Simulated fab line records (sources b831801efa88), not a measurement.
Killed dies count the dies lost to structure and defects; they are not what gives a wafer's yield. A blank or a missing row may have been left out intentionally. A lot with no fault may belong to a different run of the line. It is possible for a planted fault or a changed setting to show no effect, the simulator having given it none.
fab line records	flow gf180mcu
record: lots: 13	wafers: 39	last-day: 34
route steps=602 shown STI@23 VT_IMPLANT@109 HV_LDD@223
lots that met no fault: from a run of the same line without faults
start-h: hours from the record's first day to the start of the lot's first wafer shown	wait-h: hours elapsed since this lot's preceding step	" the same as in the row above	L1.1+2: a single row standing in for several wafers	- value missing, or start not given	* or withheld: withheld	< > ~ a bound
route shown NAME@n: NAME is a module with steps in the file, n the number in the route of the first one	usual: mean/standard deviation of fault-free wafers	same: alike in all rows	chamber/n: place in a boat	sites: the reading at each site	_std_site: the values' standard deviation	_edge_site: outer sites' mean less inner sites'	radius-mm: how far each site lies from the wafer's centre	mask NAME#n: copy n	behind: the last tool/chamber to shape the wafer	hold: reason for holding the lot/hours on hold/outcome of the hold	device: names the non-switching transistor (n, p or np)	end of line: at the end of the route, the tests of the same wafers	step lacking rows: just its recipe	killed: the dies lost at the first sort to structure and to defects; this is not the yield of the wafer	map: dies across one wafer; x = killed, . = not, _ = none there
set.NAME: the run value of the setting; set.NAME@STEP: its run value at that earlier step	model.NAME: the simulator's own value behind a step, which no gauge read
a sample of lots followed through the steps of the route, with each step as a table and each wafer as a row
services: a tool's chamber out of use, with start hour (start-h, from the record's first day; less than 0 if before it), hours out, and reason
== steps ==
step: GF_STI_THK_MEAS_22
recipe: reads: SiO2_of_STI_OXIDATION_21
usual: STI_OXIDATION_01_THK: 14.94/0.3
lot.wafer	tool	chamber	start-h	wait-h	STI_OXIDATION_01_THK[nm]
L235.2	film-metro-03	-	37.53	0.0	14.97
L235.3	"	-	"	"	14.73
L235.6	"	-	"	"	14.92
L236.1	film-metro-01	-	42.90	0.0	14.75
L236.2	"	-	"	"	14.50
L236.4	"	-	"	"	14.67
L237.1	film-metro-02	-	49.26	0.0	14.28
L237.5	"	-	"	"	14.14
L237.6	"	-	"	"	14.49
L238.3	film-metro-01	-	53.05	0.0	14.30
L238.4	"	-	"	"	14.52
L238.6	"	-	"	"	14.25
L239.1	film-metro-01	-	58.04	0.0	14.89
L239.3	"	-	"	"	14.55
L239.5	"	-	"	"	15.03
L241.2	film-metro-02	-	69.35	0.1	15.22
L241.3	"	-	"	"	14.95
L241.4	"	-	"	"	15.16
L240.2	film-metro-01	-	69.40	0.2	15.43
L240.5	"	-	"	"	15.12
L240.6	"	-	"	"	15.25
L242.1	film-metro-02	-	74.52	0.0	15.29
L242.4	"	-	"	"	15.05
L242.5	"	-	"	"	15.26
L250.2	film-metro-01	-	116.84	0.0	15.01
L250.5	"	-	"	"	14.72
L250.6	"	-	"	"	14.84
L251.1	film-metro-01	-	122.35	0.0	14.75
L251.3	"	-	"	"	14.82
L251.6	"	-	"	"	14.81
L253.1	film-metro-02	-	129.92	0.0	15.12
L253.2	"	-	"	"	14.89
L253.5	"	-	"	"	15.12
L255.2	film-metro-03	-	139.60	0.0	14.94
L255.4	"	-	"	"	15.00
L255.6	"	-	"	"	15.16
L256.3	film-metro-01	-	144.83	0.0	15.13
L256.5	"	-	"	"	15.25
L256.6	"	-	"	"	15.27
step: GF_VT_IMPLANT_IMPLANT_19
recipe: species: As	energy-kev: 100	dose-cm2: 4.35e+12	tilt-deg: 7
usual: beam-energy-keV: 100.00/0.032
lot.wafer	tool	chamber	start-h	wait-h	beam-energy-keV
L235.2	implanter-03	0	134.82	0.0	100.05
L235.3	"	0	"	"	99.98
L235.6	"	0	"	"	100.01
L236.1	implanter-04	0	139.87	0.0	100.02
L236.2	"	0	"	"	100.02
L236.4	"	0	"	"	99.98
L237.1	implanter-03	0	147.60	0.0	100.01
L237.5	"	0	"	"	99.96
L237.6	"	0	"	"	100.00
L238.3	implanter-04	0	153.41	0.1	99.97
L238.4	"	0	"	"	99.97
L238.6	"	0	"	"	100.03
L239.1	implanter-04	0	158.91	0.0	99.98
L239.3	"	0	"	"	100.01
L239.5	"	0	"	"	99.98
L241.2	implanter-04	0	172.53	0.0	121.72
L241.3	"	0	"	"	121.80
L241.4	"	0	"	"	121.74
L240.2	implanter-03	0	174.44	0.0	100.01
L240.5	"	0	"	"	100.00
L240.6	"	0	"	"	100.03
L242.1	implanter-04	0	181.01	0.0	121.80
L242.4	"	0	"	"	121.84
L242.5	"	0	"	"	121.82
L250.2	implanter-02	0	236.98	0.0	100.02
L250.5	"	0	"	"	100.02
L250.6	"	0	"	"	99.99
L251.1	implanter-03	0	241.71	0.0	100.01
L251.3	"	0	"	"	99.97
L251.6	"	0	"	"	100.02
L253.1	implanter-02	0	251.56	0.0	100.02
L253.2	"	0	"	"	100.04
L253.5	"	0	"	"	99.99
L255.2	implanter-02	0	265.93	0.0	100.00
L255.4	"	0	"	"	99.98
L255.6	"	0	"	"	100.02
L256.3	implanter-02	0	271.26	0.1	99.92
L256.5	"	0	"	"	100.01
L256.6	"	0	"	"	99.96
step: GF_VT_IMPLANT_TW_MEAS_21
usual: VT_IMPLANT_2_TW: 1210/10
lot.wafer	tool	chamber	start-h	wait-h	hold	VT_IMPLANT_2_TW
L235.2	film-metro-01	-	135.06	0.1	-	1214
L235.3	"	-	"	"	-	1216
L235.6	"	-	"	"	-	1216
L236.1	film-metro-03	-	140.12	0.1	-	1201
L236.2	"	-	"	"	-	1206
L236.4	"	-	"	"	-	1206
L237.1	film-metro-04	-	147.85	0.1	-	1223
L237.5	"	-	"	"	-	1219
L237.6	"	-	"	"	-	1214
L238.3	film-metro-01	-	153.63	0.1	-	1197
L238.4	"	-	"	"	-	1191
L238.6	"	-	"	"	-	1202
L239.1	film-metro-04	-	159.16	0.1	-	1215
L239.3	"	-	"	"	-	1216
L239.5	"	-	"	"	-	1217
L241.2	film-metro-01	-	172.77	0.1	await-dispo/0.2h/release	1265
L241.3	"	-	"	"	await-dispo/0.2h/release	1272
L241.4	"	-	"	"	await-dispo/0.2h/release	1268
L241.2	film-metro-01	-	172.99	0.2	-	1269
L241.3	"	-	"	"	-	1271
L241.4	"	-	"	"	-	1268
L240.2	film-metro-04	-	174.67	0.1	-	1226
L240.5	"	-	"	"	-	1216
L240.6	"	-	"	"	-	1223
L242.1	film-metro-01	-	181.26	0.1	await-dispo/0.2h/release	1259
L242.4	"	-	"	"	await-dispo/0.2h/release	1271
L242.5	"	-	"	"	await-dispo/0.2h/release	1267
L242.1	film-metro-01	-	181.48	0.2	-	1265
L242.4	"	-	"	"	-	1265
L242.5	"	-	"	"	-	1267
L250.2	film-metro-01	-	237.22	0.1	-	1204
L250.5	"	-	"	"	-	1205
L250.6	"	-	"	"	-	1205
L251.1	film-metro-04	-	241.96	0.1	-	1213
L251.3	"	-	"	"	-	1211
L251.6	"	-	"	"	-	1211
L253.1	film-metro-01	-	251.81	0.1	-	1189
L253.2	"	-	"	"	-	1193
L253.5	"	-	"	"	-	1197
L255.2	film-metro-04	-	266.17	0.1	-	1216
L255.4	"	-	"	"	-	1215
L255.6	"	-	"	"	-	1221
L256.3	film-metro-04	-	271.48	0.1	-	1212
L256.5	"	-	"	"	-	1212
L256.6	"	-	"	"	-	1218
step: GF_VT_IMPLANT_RTA_45
recipe: temp-c: 1050	time-s: 30	ambient: N2
usual: anneal-temp-c-max: 1055.5/0.92	lamp-power-pct: 37/6.5	wafer_temp_C_max: 1055.7/1.6
lot.wafer	tool	chamber	start-h	wait-h	anneal-temp-c-max	lamp-power-pct	wafer_temp_C_max
L235.2	rtp-anneal-01	0	166.18	0.0	1054.3	30	1056.9
L235.3	"	0	"	"	1055.8	30	1057.4
L235.6	"	0	"	"	1054.6	30	1058.1
L236.1	rtp-anneal-02	0	171.32	0.0	1057.9	43	1055.0
L236.2	"	0	"	"	1056.2	43	1054.5
L236.4	"	0	"	"	1054.8	43	1055.7
L237.1	rtp-anneal-02	0	180.22	0.0	1056.0	43	1056.3
L237.5	"	0	"	"	1055.9	43	1056.6
L237.6	"	0	"	"	1055.1	43	1054.8
L238.3	rtp-anneal-02	0	185.10	0.0	1057.1	43	1054.4
L238.4	"	0	"	"	1055.3	43	1056.6
L238.6	"	0	"	"	1055.8	43	1054.1
L239.1	rtp-anneal-01	0	192.22	0.0	1056.8	30	1055.8
L239.3	"	0	"	"	1056.7	30	1056.0
L239.5	"	0	"	"	1057.1	30	1057.3
L241.2	rtp-anneal-01	0	207.33	0.0	1054.8	30	1058.0
L241.3	"	0	"	"	1056.6	30	1056.3
L241.4	"	0	"	"	1057.1	30	1055.6
L240.2	rtp-anneal-02	0	209.33	0.0	1054.8	43	1054.4
L240.5	"	0	"	"	1055.5	43	1054.0
L240.6	"	0	"	"	1054.3	43	1054.9
L242.1	rtp-anneal-02	0	216.28	0.0	1056.7	43	1053.0
L242.4	"	0	"	"	1057.0	43	1055.7
L242.5	"	0	"	"	1055.1	43	1053.7
L250.2	rtp-anneal-02	0	274.18	0.0	1054.1	43	1056.6
L250.5	"	0	"	"	1054.7	43	1054.2
L250.6	"	0	"	"	1054.9	43	1054.8
L251.1	rtp-anneal-02	0	279.82	0.0	1055.0	43	1053.9
L251.3	"	0	"	"	1055.1	43	1054.4
L251.6	"	0	"	"	1055.9	43	1053.9
L253.1	rtp-anneal-01	0	290.61	0.0	1055.2	30	1058.2
L253.2	"	0	"	"	1054.8	30	1057.8
L253.5	"	0	"	"	1055.8	30	1057.3
L255.2	rtp-anneal-01	0	305.42	0.0	1054.4	30	1056.6
L255.4	"	0	"	"	1055.8	30	1057.6
L255.6	"	0	"	"	1055.1	30	1055.4
L256.3	rtp-anneal-01	0	311.64	0.0	1055.9	30	1057.8
L256.5	"	0	"	"	1055.5	30	1056.8
L256.6	"	0	"	"	1055.8	30	1056.3
step: GF_HV_LDD_OVL_MEAS_47
usual: HV_LDD_03_OVL: -1.0/1.2
lot.wafer	tool	chamber	start-h	wait-h	HV_LDD_03_OVL[nm]
L235.2	overlay-01	-	282.26	0.1	-1.0
L235.3	"	-	"	"	-0.7
L235.6	"	-	"	"	-0.7
L236.1	overlay-01	-	291.15	0.1	1.7
L236.2	"	-	"	"	1.1
L236.4	"	-	"	"	0.1
L237.1	overlay-02	-	301.15	0.1	-3.0
L237.5	"	-	"	"	-3.3
L237.6	"	-	"	"	-2.7
L238.3	overlay-02	-	304.55	0.1	0.1
L238.4	"	-	"	"	-1.0
L238.6	"	-	"	"	-1.2
L239.1	overlay-02	-	316.54	0.1	-3.5
L239.3	"	-	"	"	-2.4
L239.5	"	-	"	"	-2.8
L241.2	overlay-02	-	330.71	0.1	-2.8
L241.3	"	-	"	"	-2.4
L241.4	"	-	"	"	-2.2
L240.2	overlay-01	-	334.39	0.1	0.7
L240.5	"	-	"	"	-0.5
L240.6	"	-	"	"	0.1
L242.1	overlay-02	-	343.23	0.1	-0.5
L242.4	"	-	"	"	-1.4
L242.5	"	-	"	"	-1.7
L250.2	overlay-02	-	414.86	0.1	-2.8
L250.5	"	-	"	"	-2.7
L250.6	"	-	"	"	-1.3
L251.1	overlay-02	-	421.68	0.1	-0.3
L251.3	"	-	"	"	-0.4
L251.6	"	-	"	"	-0.9
L253.1	overlay-01	-	429.40	0.1	0.1
L253.2	"	-	"	"	-0.2
L253.5	"	-	"	"	-0.1
L255.2	overlay-01	-	450.21	0.1	-0.8
L255.4	"	-	"	"	-0.1
L255.6	"	-	"	"	-1.1
L256.3	overlay-02	-	457.45	0.1	-2.5
L256.5	"	-	"	"	-1.8
L256.6	"	-	"	"	-1.2
== services ==
tool	chamber	start-h	hours	kind
implanter-02	-	119.87	30.2	pm
rtp-anneal-01	-	148.74	10.8	pm
implanter-04	-	186.27	1.2	repair
implanter-02	-	188.24	1.9	repair
rtp-anneal-02	-	237.29	3.8	pm
implanter-02	-	285.48	1.2	repair
implanter-02	-	298.81	0.6	repair
implanter-03	-	309.31	2.2	repair
== key ==
first-sign: step: GF_VT_IMPLANT_IMPLANT_19	reading: beam-energy-keV	direction: up	sigmas: 99+	usual: 100.00	struck: 121.79
effect: step: GF_VT_IMPLANT_TW_MEAS_21	reading: visit	direction: added
effect: step: GF_VT_IMPLANT_TW_MEAS_21	reading: VT_IMPLANT_2_TW	direction: up	sigmas: 5.6	usual: 1210	struck: 1267
met-at GF_VT_IMPLANT_IMPLANT_19
struck-lots L241,L242
tester-left-out L241,L242
not-acting-at GF_STI_THK_MEAS_22,GF_VT_IMPLANT_RTA_45,GF_HV_LDD_OVL_MEAS_47
onset-between 158.91 172.53
fault: kind: process-parameter-drift	tool: implanter-04	chamber: -	onset-h: 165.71	steps: GF_VT_IMPLANT_IMPLANT_19	channel: energy-kev	offset: 21.75	shape: step	end-h: 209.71	acts-in: these-recipes-only	stated: 100
tester-left-out: of these lots the tester's yield and bins aren't shown, on N5 and GAA mostly nor the transistor test; their killed dies are dies lost to structure and defects alone, not to doping, threshold or leakage, so they don't give the yield
